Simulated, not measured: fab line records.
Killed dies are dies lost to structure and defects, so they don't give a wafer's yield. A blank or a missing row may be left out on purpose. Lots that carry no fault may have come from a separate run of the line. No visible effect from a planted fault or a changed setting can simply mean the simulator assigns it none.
Matching of chambers | flow sfq line | 4 sister chambers for SFQ_TRILAYER_I4_VIA_BARC_OPEN_VIA_ETCH_146 on rie diel-02
The step etches BARC in O2, target depth 125 nm, time 41.7 s. 4 wafers are shown with their chamber, then 8 later ones without.

== WAFERS, EACH WITH ITS CHAMBER ==
wafer  | chamber | drypump motor current A (A)
L436.5 | 2       | 5.6
L437.1 | 0       | 6.3
L437.5 | 3       | 6.2
L441.2 | 1       | 5.8

== WAFERS WITHOUT THEIR CHAMBER ==
wafer  | drypump motor current A (A)
L441.3 | 5.6
L441.4 | 6.2
L445.3 | 5.6
L445.4 | 6.1
L445.5 | 6.1
L450.1 | 6.1
L450.2 | 5.6
L450.3 | 6.2

== EACH ONE'S CHAMBER ==
wafer  | from the rows above     | in truth
L441.3 | 2                       | 2
L441.4 | can't be placed: 3 or 0 | 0
L445.3 | 2                       | 2
L445.4 | can't be placed: 3 or 0 | 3
L445.5 | can't be placed: 3 or 0 | 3
L450.1 | can't be placed: 3 or 0 | 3
L450.2 | 2                       | 2
L450.3 | can't be placed: 3 or 0 | 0
Placed correctly: 3 of 8. Cannot be placed on the basis of these rows: 5; the candidates contain the true chamber in 5. Number placed wrongly: 0.
How it was worked out, from the rows above alone: a wafer's distance from a chamber is the root of the sum, over the readings, of the square of ((its reading less the chamber's mean) divided by the reading's scatter). If the next closest chamber is less than 2 further off than the closest, the wafer can't be placed; otherwise it belongs to the closest. For every chamber, the mean is computed from those of its wafers that are shown. The scatter: root of mean squared gap, hidden wafer to nearest shown wafer, with one shown wafer a chamber.
